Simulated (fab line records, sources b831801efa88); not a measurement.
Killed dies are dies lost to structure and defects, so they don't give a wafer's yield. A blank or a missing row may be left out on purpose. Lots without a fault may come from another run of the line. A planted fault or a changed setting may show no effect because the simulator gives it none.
fab line records | flow gf180mcu
record lots=14 wafers=42 last_day=34
route steps=602 shown STI@23 MVSD@75 M2@366 V2@383
lots that met no fault: from a run of the same line without faults
start_h: hours from the record's first day to the start of the lot's first wafer shown | wait_h: hours since the lot's step before | " the same as in the row above | L1.1+2: a row that stands for several wafers | - no value, or no start given | * or withheld: withheld | < > ~ a bound
route shown NAME@n: a module of which the file shows steps, and the number in the route of the first | usual: mean/standard deviation of fault-free wafers | same: alike in all rows | chamber/n: place in a boat | sites: the reading at each site | _std_site: their standard deviation | _edge_site: outer sites' mean less inner sites' | radius_mm: how far each site lies from the wafer's centre | mask NAME#n: copy n | behind: the tool/chamber that last shaped the wafer | hold: why the lot was held/for how many hours/how that ended | device: the transistor (n, p or np) that didn't switch | end of line: the same wafers' tests at the end of the route | a step without rows: its recipe alone | killed: dies lost to structure and defects at the first sort, not the wafer's yield | map: a wafer's dies, x killed, . not, _ none there
set.NAME: the setting as run; set.NAME@STEP: as run at that earlier step | model.NAME: the simulator's own value behind a step, which no gauge read
steps of the route over a sample of lots; a table a step, a row a wafer
services: from which hour (start_h, from the record's first day; less than 0 if before it) a tool's chamber was out of use, for how many hours, and why
## steps
# step GF_STI_THK_MEAS_22
# recipe reads=SiO2_of_STI_OXIDATION_21
# usual STI_OXIDATION_01_THK=15.1/0.31
# columns lot.wafer tool chamber start_h wait_h STI_OXIDATION_01_THK[nm]
L764.2 film_metro-02 - 28.34 0.0 16.0
L764.4 " - " " 15.5
L764.5 " - " " 15.6
L766.3 film_metro-03 - 38.02 0.0 15.1
L766.4 " - " " 14.8
L766.5 " - " " 15.2
L767.3 film_metro-03 - 42.89 0.0 15.3
L767.4 " - " " 15.3
L767.6 " - " " 15.0
L768.2 film_metro-02 - 48.18 0.0 14.9
L768.3 " - " " 14.7
L768.6 " - " " 14.9
L769.3 film_metro-04 - 53.59 0.0 15.0
L769.5 " - " " 15.0
L769.6 " - " " 15.1
L771.1 film_metro-03 - 62.63 0.0 14.7
L771.3 " - " " 15.0
L771.6 " - " " 14.9
L772.1 film_metro-04 - 70.62 0.0 15.6
L772.2 " - " " 15.6
L772.6 " - " " 15.5
L776.3 film_metro-02 - 89.68 0.0 14.9
L776.4 " - " " 15.0
L776.6 " - " " 14.8
L777.1 film_metro-04 - 94.55 0.0 15.2
L777.3 " - " " 15.2
L777.6 " - " " 15.1
L780.1 film_metro-03 - 110.44 0.0 15.3
L780.3 " - " " 15.3
L780.6 " - " " 15.1
L782.1 film_metro-02 - 119.69 0.0 15.3
L782.4 " - " " 15.4
L782.5 " - " " 15.4
L784.1 film_metro-03 - 129.95 0.0 15.6
L784.2 " - " " 15.5
L784.4 " - " " 15.6
L785.1 film_metro-02 - 134.92 0.0 14.9
L785.2 " - " " 15.0
L785.5 " - " " 15.0
L786.2 film_metro-03 - 141.82 0.0 14.4
L786.4 " - " " 14.4
L786.5 " - " " 14.4
# step GF_MVSD_IMPLANT_09
# recipe species=P energy_kev=100 dose_cm2=5e+12 tilt_deg=0
# usual dose_ions_cm2=5.001e+12/5.2e+09 faraday_current_uA=28.2/0.57
# columns lot.wafer tool chamber start_h wait_h dose_ions_cm2 faraday_current_uA
L764.2 implanter-04 0 83.88 0.1 4.995e+12 27.7
L764.4 " 0 " " 4.991e+12 27.8
L764.5 " 0 " " 5.001e+12 27.6
L766.3 implanter-03 0 93.65 0.1 4.994e+12 27.6
L766.4 " 0 " " 4.999e+12 27.3
L766.5 " 0 " " 4.999e+12 28.0
L767.3 implanter-02 0 100.78 0.1 4.995e+12 28.6
L767.4 " 0 " " 5e+12 27.9
L767.6 " 0 " " 5.001e+12 27.6
L768.2 implanter-04 0 105.32 0.1 4.992e+12 27.5
L768.3 " 0 " " 5e+12 28.2
L768.6 " 0 " " 4.995e+12 28.0
L769.3 implanter-02 0 112.34 0.1 4.989e+12 28.5
L769.5 " 0 " " 4.996e+12 27.7
L769.6 " 0 " " 4.992e+12 28.4
L771.1 implanter-02 0 121.74 0.1 5.012e+12 28.8
L771.3 " 0 " " 5.003e+12 28.2
L771.6 " 0 " " 5.002e+12 28.3
L772.1 implanter-03 0 131.65 0.1 5.002e+12 27.6
L772.2 " 0 " " 5.005e+12 28.8
L772.6 " 0 " " 5.008e+12 27.6
L776.3 implanter-04 0 154.19 0.1 5.001e+12 28.4
L776.4 " 0 " " 4.999e+12 29.1
L776.6 " 0 " " 5.002e+12 27.9
L777.1 implanter-02 0 158.03 0.1 3.076e+12 17.8
L777.3 " 0 " " 3.077e+12 17.9
L777.6 " 0 " " 3.088e+12 17.8
L780.1 implanter-04 0 175.64 0.1 4.996e+12 28.1
L780.3 " 0 " " 5.004e+12 28.6
L780.6 " 0 " " 5.008e+12 28.4
L782.1 implanter-02 0 185.83 0.1 3.078e+12 17.2
L782.4 " 0 " " 3.085e+12 17.0
L782.5 " 0 " " 3.081e+12 17.5
L784.1 implanter-04 0 198.49 0.1 5.001e+12 27.5
L784.2 " 0 " " 5.004e+12 27.8
L784.4 " 0 " " 5.006e+12 28.3
L785.1 implanter-03 0 203.59 0.1 5.001e+12 28.3
L785.2 " 0 " " 5.005e+12 29.2
L785.5 " 0 " " 5.008e+12 29.1
L786.2 implanter-03 0 210.36 0.1 5.005e+12 28.6
L786.4 " 0 " " 5.004e+12 29.4
L786.5 " 0 " " 4.997e+12 27.9
# step GF_VT_IMPLANT_RS_MEAS_46
# recipe thk_meas_gauge=four-point-probe
# usual MVSD_RS=456.4/1.2
# columns lot.wafer tool chamber start_h wait_h MVSD_RS[ohm/sq]
L764.2 film_metro-01 - 158.69 0.1 456.7
L764.4 " - " " 454.3
L764.5 " - " " 455.3
L766.3 film_metro-03 - 171.18 0.2 456.8
L766.4 " - " " 454.9
L766.5 " - " " 456.4
L767.3 film_metro-03 - 178.24 0.1 456.1
L767.4 " - " " 456.2
L767.6 " - " " 458.0
L768.2 film_metro-03 - 182.00 0.3 457.7
L768.3 " - " " 456.3
L768.6 " - " " 455.2
L769.3 film_metro-03 - 191.61 0.1 456.4
L769.5 " - " " 456.4
L769.6 " - " " 456.9
L771.1 film_metro-03 - 203.37 0.1 457.9
L771.3 " - " " 456.3
L771.6 " - " " 456.9
L772.1 film_metro-01 - 215.12 0.1 456.1
L772.2 " - " " 456.5
L772.6 " - " " 455.8
L776.3 film_metro-03 - 239.85 0.1 457.9
L776.4 " - " " 456.5
L776.6 " - " " 456.0
L777.1 film_metro-01 - 244.05 0.1 489.3
L777.3 " - " " 490.5
L777.6 " - " " 490.8
L780.1 film_metro-04 - 265.31 0.2 456.3
L780.3 " - " " 457.2
L780.6 " - " " 456.1
L782.1 film_metro-04 - 277.80 0.2 488.4
L782.4 " - " " 487.6
L782.5 " - " " 488.0
L784.1 film_metro-04 - 292.52 0.1 457.4
L784.2 " - " " 458.2
L784.4 " - " " 456.4
L785.1 film_metro-03 - 299.02 0.1 457.0
L785.2 " - " " 455.6
L785.5 " - " " 456.1
L786.2 film_metro-04 - 305.37 0.1 457.6
L786.4 " - " " 457.6
L786.5 " - " " 458.7
# step GF_M2_SPUTTER_04
# recipe material=TiN target_thk_nm=50 power_w=6500 time_s=41.7 chamber_pressure_pa=0.4
# usual throttle_valve_pct=29.5/1.1
# columns lot.wafer tool chamber start_h wait_h throttle_valve_pct
L764.2 pvd_sputter-02 - 409.66 0.0 30.3
L764.4 " - " " 28.2
L764.5 " - " " 30.4
L766.3 pvd_sputter-04 - 429.83 0.0 29.3
L766.4 " - " " 28.9
L766.5 " - " " 30.1
L767.3 pvd_sputter-02 - 440.32 0.0 29.4
L767.4 " - " " 30.4
L767.6 " - " " 28.1
L768.2 pvd_sputter-02 - 444.44 0.0 28.4
L768.3 " - " " 30.4
L768.6 " - " " 29.2
L769.3 pvd_sputter-02 - 459.36 0.0 30.6
L769.5 " - " " 28.5
L769.6 " - " " 30.3
L771.1 pvd_sputter-04 - 478.95 0.0 30.0
L771.3 " - " " 28.8
L771.6 " - " " 30.9
L772.1 pvd_sputter-01 - 489.75 0.0 28.3
L772.2 " - " " 31.0
L772.6 " - " " 28.0
L776.3 pvd_sputter-01 - 521.75 0.0 31.1
L776.4 " - " " 31.4
L776.6 " - " " 28.2
L777.1 pvd_sputter-01 - 529.87 0.0 28.4
L777.3 " - " " 31.1
L777.6 " - " " 28.4
L780.1 pvd_sputter-02 - 562.05 0.0 28.3
L780.3 " - " " 30.6
L780.6 " - " " 30.4
L782.1 pvd_sputter-01 - 572.73 0.0 31.5
L782.4 " - " " 28.3
L782.5 " - " " 29.5
L784.1 pvd_sputter-01 - 586.83 0.0 28.3
L784.2 " - " " 28.1
L784.4 " - " " 29.4
L785.1 pvd_sputter-01 - 596.09 0.0 29.6
L785.2 " - " " 28.0
L785.5 " - " " 28.3
L786.2 pvd_sputter-04 - 599.73 0.0 29.1
L786.4 " - " " 29.1
L786.5 " - " " 31.2
# step GF_V2_THK_MEAS_01
# recipe reads=SiO2_of_V2_CVD_00
# usual V2_CVD_00_THK=602/6.6
# columns lot.wafer tool chamber start_h wait_h V2_CVD_00_THK[nm]
L764.2 film_metro-03 - 434.18 0.0 601
L764.4 " - " " 589
L764.5 " - " " 602
L766.3 film_metro-03 - 455.33 0.1 602
L766.4 " - " " 612
L766.5 " - " " 604
L767.3 film_metro-04 - 466.10 0.1 594
L767.4 " - " " 600
L767.6 " - " " 591
L768.2 film_metro-04 - 469.66 0.0 607
L768.3 " - " " 608
L768.6 " - " " 602
L769.3 film_metro-04 - 483.92 0.1 598
L769.5 " - " " 611
L769.6 " - " " 599
L771.1 film_metro-01 - 503.66 0.0 600
L771.3 " - " " 606
L771.6 " - " " 610
L772.1 film_metro-01 - 513.60 0.0 607
L772.2 " - " " 608
L772.6 " - " " 603
L776.3 film_metro-01 - 545.31 0.1 587
L776.4 " - " " 587
L776.6 " - " " 596
L777.1 film_metro-01 - 553.58 0.0 585
L777.3 " - " " 600
L777.6 " - " " 595
L780.1 film_metro-01 - 584.65 0.0 599
L780.3 " - " " 598
L780.6 " - " " 596
L782.1 film_metro-04 - 594.78 0.0 608
L782.4 " - " " 608
L782.5 " - " " 604
L784.1 film_metro-04 - 608.33 0.0 593
L784.2 " - " " 598
L784.4 " - " " 601
L785.1 film_metro-03 - 617.52 0.0 603
L785.2 " - " " 602
L785.5 " - " " 601
L786.2 film_metro-01 - 621.25 0.0 599
L786.4 " - " " 592
L786.5 " - " " 600
## services
# columns tool chamber start_h hours kind
implanter-02 - 84.80 4.8 repair
implanter-03 - 129.26 1.9 repair
implanter-04 - 140.75 1.8 repair
implanter-04 - 146.50 0.6 repair
pvd_sputter-01 - 176.64 3.1 repair
implanter-04 - 199.60 1.0 repair
implanter-03 - 213.78 1.2 repair
implanter-04 - 262.64 3.2 pm
implanter-03 - 267.95 1.7 repair
implanter-03 - 334.85 2.4 repair
implanter-02 - 343.99 0.7 repair
implanter-02 - 358.25 23.0 pm
pvd_sputter-01 - 370.15 1.7 repair
implanter-02 - 381.24 2.9 pm
implanter-02 - 394.44 1.8 repair
implanter-04 - 406.10 2.5 repair
implanter-02 - 451.26 1.3 repair
implanter-04 - 478.92 3.2 pm
implanter-02 - 482.57 113.8 pm
pvd_sputter-02 - 504.67 0.6 repair
implanter-04 - 514.02 3.3 repair
pvd_sputter-02 - 530.60 9.0 repair
pvd_sputter-01 - 538.07 8.1 repair
implanter-02 - 596.40 4.6 pm
## key
first_sign step=GF_MVSD_IMPLANT_09 reading=dose_ions_cm2 direction=down sigmas=99+ usual=5.001e+12 struck=3.081e+12
effect step=GF_MVSD_IMPLANT_09 reading=faraday_current_uA direction=down sigmas=19 usual=28.2 struck=17.5
effect step=GF_VT_IMPLANT_RS_MEAS_46 reading=MVSD_RS direction=up sigmas=28 usual=456.4 struck=489.1
met_at GF_MVSD_IMPLANT_09
struck_lots L777,L782
tester_left_out L777,L782
not_acting_at GF_STI_THK_MEAS_22,GF_M2_SPUTTER_04,GF_V2_THK_MEAS_01
onset_between 121.74 158.03
fault kind=process_parameter_drift tool=implanter-02 chamber=- onset_h=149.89 steps=GF_MVSD_IMPLANT_09 channel=dose_cm2 offset=-1.9203e+12 shape=step end_h=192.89 acts_in=these_recipes_only stated=5e+12
# tester_left_out: of these lots the tester's yield and bins aren't shown, on N5 and GAA mostly nor the transistor test; their killed dies are dies lost to structure and defects alone, not to doping, threshold or leakage, so they don't give the yield
